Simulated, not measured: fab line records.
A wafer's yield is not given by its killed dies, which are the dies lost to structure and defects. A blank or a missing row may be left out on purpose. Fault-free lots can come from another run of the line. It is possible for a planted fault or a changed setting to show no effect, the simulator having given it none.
Which tool was responsible? | flow sky130 | 7 lots with 21 wafers sampled at 2 steps, on a route of 708 steps

## WHAT EACH GAUGE READ, for each wafer
SKY_LDD_HVN_TW_MEAS_10.
lot  | measured     | on            | LDD_HVN_TW
L882 | day 20 17:48 | film metro-01 | 1434 1432 1439
L885 | day 21 12:07 | film metro-04 | 1447 1452 1438
L888 | day 22 23:17 | film metro-01 | 1425 1424 1434
L892 | day 24 02:47 | film metro-04 | 1436 1445 1443
L895 | day 25 14:14 | film metro-02 | 1415 1423 1419
L899 | day 27 03:11 | film metro-01 | 1314 1312 1311
L904 | day 28 14:40 | film metro-02 | 1424 1426 1421

## WHAT TOOL EACH LOT RAN ON (gives the tool, then ch and the chambers of the sampled wafers, and finally the start)
lot  | SKY_LDD_HVN_DEVELOP_06
L882 | litho track-03 ch 0, day 20 17:25
L885 | litho track-03 ch 0, day 21 11:41
L888 | litho track-01 ch 0, day 22 22:51
L892 | litho track-01 ch 0, day 24 02:21
L895 | litho track-01 ch 0, day 25 13:48
L899 | litho track-01 ch 0, day 27 02:45
L904 | litho track-03 ch 0, day 28 14:14
- SKY_LDD_HVN_DEVELOP_06: develop time 60 s.

## THE ANSWER, worked out from the rows above alone
Rule: what is usual is taken from the lots themselves. Put in order of their means at a reading, lots are off if they are a third of the lots or fewer, leave a main group of 4 or more, and stand apart from it by a gap of 3 or more times the standard deviation of the main group's means; of several such gaps the widest counts. A main group is skipped when, at the precision printed for the reading in the tables above, its means are all equal. A lot without any number at a reading at which 4 lots or more have one is off too. Where the step has rows for the other lots, those lots are counted as sound.
Off: L899, at SKY_LDD_HVN_TW_MEAS_10 (LDD_HVN_TW). For the main group the mean is 1432 and the standard deviation 9.5.
If a tool, at a process step before that reading, ran all the lots that are off and no sound lot after the first of them, it fits. Gauges at SKY_LDD_HVN_TW_MEAS_10: tried the same way as those tools. 2 tools fit, litho track-01 at SKY_LDD_HVN_DEVELOP_06 and film metro-01 at SKY_LDD_HVN_TW_MEAS_10, so this cannot tell which one it is.

## WHAT THE SIMULATOR HAD PUT IN
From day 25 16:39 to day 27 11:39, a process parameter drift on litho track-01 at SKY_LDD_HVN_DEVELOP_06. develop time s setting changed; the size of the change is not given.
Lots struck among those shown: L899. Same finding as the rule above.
